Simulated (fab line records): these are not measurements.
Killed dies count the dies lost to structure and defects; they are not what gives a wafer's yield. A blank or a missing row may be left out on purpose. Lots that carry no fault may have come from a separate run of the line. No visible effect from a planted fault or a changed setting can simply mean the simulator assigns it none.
The tool behind it: which one? -- flow gf180mcu -- 13 lots with 39 wafers sampled at 5 steps, on a route of 602 steps

== WHAT THE GAUGES READ, wafer by wafer ==
GF_HV_LDD_TW_MEAS_50.
lot,measured,on,HV_LDD_4_TW
L809,day 12 09:41,filmMetro-01,563 564 564
L811,day 13 01:51,filmMetro-02,564 564 562
L812,day 13 11:19,filmMetro-04,570 576 573
L813,day 13 23:23,filmMetro-04,572 571 572
L817,day 15 02:28,filmMetro-04,569 569 569
L818,day 15 07:22,filmMetro-02,567 563 563
L820,day 16 10:23,filmMetro-02,564 565 567
L823,day 17 06:31,filmMetro-04,569 571 570
L824,day 17 17:37,filmMetro-04,572 572 572
L826,day 18 07:42,filmMetro-02,564 565 567
L827,day 18 18:02,filmMetro-02,565 565 569
L828,day 18 19:15,filmMetro-01,566 568 571
L830,day 19 11:54,filmMetro-02,568 568 569

GF_HV_LDD_RS_MEAS_53: the measuring method here is four-point-probe.
lot,measured,on,HV_LDD_RS (ohm/sq)
L809,day 12 09:53,filmMetro-04,419.4 419.0 418.8
L811,day 13 02:02,filmMetro-04,419.3 418.9 419.6
L812,day 13 11:31,filmMetro-01,419.1 418.9 418.7
L813,day 13 23:36,filmMetro-04,417.9 418.7 418.0
L817,day 15 02:40,filmMetro-01,417.4 418.3 418.3
L818,day 15 07:32,filmMetro-04,417.8 418.3 417.9
L820,day 16 10:34,filmMetro-02,418.5 418.1 418.5
L823,day 17 06:42,filmMetro-02,418.0 418.8 418.8
L824,day 17 17:50,filmMetro-04,417.0 417.6 416.9
L826,day 18 07:52,filmMetro-01,419.8 420.3 419.8
L827,day 18 18:14,filmMetro-01,418.5 418.1 417.9
L828,day 18 19:26,filmMetro-02,418.4 418.6 418.5
L830,day 19 12:13,filmMetro-02,423.3 422.4 422.6

GF_PSD_OVL_MEAS_08.
lot,measured,on,PSD_OVL (nm)
L809,day 14 04:10,overlay-01,1.2 0.2 -2.4
L811,day 14 21:38,overlay-01,-1.4 -1.4 -2.5
L812,day 15 07:49,overlay-01,0.3 -0.4 -1.1
L813,day 15 21:46,overlay-01,0.1 1.7 1.4
L817,day 17 01:39,overlay-01,-0.4 -0.3 0.8
L818,day 17 06:36,overlay-01,1.4 2.7 3.0
L820,day 18 12:48,overlay-01,0.2 -0.7 0.5
L823,day 19 09:55,overlay-02,-0.3 0.0 0.2
L824,day 19 21:31,overlay-01,-2.4 0.7 1.0
L826,day 20 11:39,overlay-01,-1.0 0.2 -2.0
L827,day 20 21:29,overlay-02,1.0 2.0 -0.2
L828,day 20 23:18,overlay-01,1.1 0.9 -0.7
L830,day 21 15:41,overlay-01,-0.6 -0.4 -0.8

== WHAT TOOL EACH LOT RAN ON (gives the tool, then ch and the chambers of the sampled wafers, and finally the start) ==
lot,GF_HV_LDD_IMPLANT_33,GF_HV_LDD_ETCHBACK_58
L809,"implanter-04 ch 0, day 11 13:38","rieDiel-04 ch 0,1,3, day 12 12:32"
L811,"implanter-02 ch 0, day 12 05:59","rieDiel-02 ch 0,2, day 13 04:51"
L812,"implanter-03 ch 0, day 12 14:43","rieDiel-02 ch 0,1,2, day 13 14:11"
L813,"implanter-04 ch 0, day 13 02:34","rieDiel-04 ch 0,1, day 14 03:07"
L817,"implanter-03 ch 0, day 14 05:03","rieDiel-04 ch 0,3, day 15 05:19"
L818,"implanter-03 ch 0, day 14 09:11","rieDiel-04 ch 1,2,3, day 15 10:14"
L820,"implanter-03 ch 0, day 15 11:59","rieDiel-04 ch 1,2, day 16 13:16"
L823,"implanter-02 ch 0, day 16 06:31","rieDiel-03 ch 0,3, day 17 09:22"
L824,"implanter-04 ch 0, day 16 17:13","rieDiel-02 ch 1,2,3, day 17 21:13"
L826,"implanter-03 ch 0, day 17 07:37","rieDiel-04 ch 0,1,2, day 18 10:34"
L827,"implanter-03 ch 0, day 17 17:07","rieDiel-03 ch 1,2,3, day 18 20:55"
L828,"implanter-04 ch 0, day 17 18:56","rieDiel-04 ch 0,3, day 18 23:14"
L830,"implanter-03 ch 0, day 18 10:58","rieDiel-04 ch 2,3, day 19 14:53"
- GF_HV_LDD_IMPLANT_33
- GF_HV_LDD_ETCHBACK_58: etches Si3N4 in CH3F/O2, stops on SiO2, time 100 s, target depth 90 nm.

== WHAT THE TOOLS THEMSELVES READ (means of the sampled wafers that have a number; where no wafer has one, the mark that the record gives instead) ==
GF_HV_LDD_ETCHBACK_58.
lot,tool,drypumpMotorCurrentA (A),oesProductAu (a.u.),rfFwdPowerW (W),throttleValvePct (%)
L809,rieDiel-04,5.3,0.841,397.0,10.563
L811,rieDiel-02,6.2,0.839,397.2,10.562
L812,rieDiel-02,5.9,0.840,397.1,10.562
L813,rieDiel-04,5.1,0.842,397.1,10.550
L817,rieDiel-04,5.0,0.835,396.4,10.563
L818,rieDiel-04,5.2,0.843,397.4,10.550
L820,rieDiel-04,5.0,0.840,397.6,10.561
L823,rieDiel-03,5.8,0.839,395.7,10.555
L824,rieDiel-02,5.6,0.836,397.9,10.565
L826,rieDiel-04,5.1,0.832,397.1,10.562
L827,rieDiel-03,5.7,0.840,396.2,10.555
L828,rieDiel-04,5.1,0.840,396.9,10.550
L830,rieDiel-04,5.0,0.841,396.5,10.558

== THE ANSWER, worked out from the rows above alone ==
Rule: usual is defined by the lots themselves. Put in order of their means at a reading, lots are off if they are a third of the lots or fewer, leave a main group of 4 or more, and stand apart from it by a gap of 3 or more times the standard deviation of the main group's means; of several such gaps the widest counts. A main group whose means are all the same, to the digits that the tables above print for the reading, isn't used. A lot without any number at a reading at which 4 lots or more have one is off too. All remaining lots with rows at the step are treated as sound. Order of review: gauges by route order, followed by the tools' own readings, for which a lot's mean as printed above is used. The first step at which some lot is off is used, and at that step the reading that is off furthest; a lot without a number counts as furthest.
Off: L830, seen at GF_HV_LDD_RS_MEAS_53 (HV_LDD_RS). For the main group the mean is 418.5 ohm/sq and the standard deviation 0.69.
A tool fits if, at a process step before that reading, it ran every lot that is off, and no sound lot after the first of them. The gauges at GF_HV_LDD_RS_MEAS_53 are tried like those tools. This does not decide it: 2 tools fit, namely implanter-03 at GF_HV_LDD_IMPLANT_33 and filmMetro-02 at GF_HV_LDD_RS_MEAS_53.

== WHAT THE SIMULATOR HAD INSERTED ==
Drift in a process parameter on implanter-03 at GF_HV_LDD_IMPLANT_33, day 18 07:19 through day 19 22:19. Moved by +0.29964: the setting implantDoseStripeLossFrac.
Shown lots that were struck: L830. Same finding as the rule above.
